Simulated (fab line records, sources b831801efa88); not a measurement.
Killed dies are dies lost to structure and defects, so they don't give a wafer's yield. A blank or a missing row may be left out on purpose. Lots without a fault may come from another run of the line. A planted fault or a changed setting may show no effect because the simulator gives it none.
A struck lot beside a sound one | flow gf180mcu | 14 steps out of a route of 602
Sound: wafers L556.1, L556.3, L556.5. Struck: wafers L548.2, L548.3, L548.5. The cause comes at the end.
At each step with rows: each side's tool, then ch and its chambers, then its first start. Under that, the readings that differ: sound wafers | struck wafers | difference of the means | sigmas: that difference in standard deviations of wafers without a fault.
alike: readings whose means differ by less than 2 such deviations, and words and numbers that are the same on both sides. not compared: withheld readings, readings that some wafer has no value for, bounds like >300 that may hide the same value, and numbers for which the record gives no deviation and whose values overlap.
The two part at a step that has a row with sigmas, a row that says differs or no value, or rows on one side only. Numbers that don't overlap but have no deviation are shown without sigmas and don't part them. A reading that every wafer of one side lacks parts them only if that side has two wafers or more.

GF_HV_LDD_CD_MEAS_31: target cd 400 nm.
  sound on cd_sem-01, day 17 20:40; struck on cd_sem-01, day 15 02:29
  alike: cd_nm
GF_HV_LDD_OVL_MEAS_32:
  sound on overlay-01, day 17 20:47; struck on overlay-01, day 15 02:36
  alike: HV_LDD_02_OVL
then, 4 steps without rows for these wafers: GF_HV_LDD_IMPLANT_33; GF_HV_LDD_IMPLANT_34; GF_HV_LDD_IMPLANT_35; GF_HV_LDD_IMPLANT_36.
GF_HV_LDD_STRIP_37: strips in O2/N2.
  sound on plasma_asher-04 ch 0,1, day 17 21:25; struck on plasma_asher-04 ch 0,1, day 15 03:14
  alike: drypump_motor_current_A, heater_power_w, oes_product_au, strip_time_to_endpoint_s
  not compared: rf_hours_counter_h
GF_HV_LDD_TW_MEAS_38:
  sound on film_metro-02, day 17 21:31; struck on film_metro-02, day 15 03:20
  alike: HV_LDD_3_TW
then, 4 steps without rows for these wafers: GF_HV_LDD_DEHYDRATE_39 (time 60 s); GF_HV_LDD_HMDS_40 (prime time 60 s); GF_HV_LDD_COAT_41 (resist thk 1000 nm); GF_HV_LDD_SOFTBAKE_42 (time 60 s).
GF_HV_LDD_EXPOSE_43: exposes mask Pplus HV AREA, target cd 400 nm.
  sound on iline_stepper-02 ch 0, day 18 09:44; struck on iline_stepper-02, day 15 15:20
  no value came back on the struck wafers for exposure_dose_mJ_cm2, focus_offset_nm (nm), na; on the sound wafers exposure_dose_mJ_cm2 reads 140.10 139.87 140.27
  reading                        | sound                   | struck               | difference | sigmas
  model.HV_LDD.overlay_y_nm (nm) | -0.7481 -0.7481 -0.7481 | 0.3196 0.3196 0.3196 | +1.0677    |
  model.HV_LDD.overlay_x_nm (nm) | -0.1113 -0.1113 -0.1113 | 0.4038 0.4038 0.4038 | +0.5151    |
  alike: mask
then, 1 step without rows for these wafers: GF_HV_LDD_PEB_44.

WHERE THEY PART
Only at GF_HV_LDD_EXPOSE_43, within this record.

WHY: what the simulator had put in
Skipped step whole: iline_stepper-02, from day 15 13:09 on, at GF_HV_LDD_EXPOSE_43. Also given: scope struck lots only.
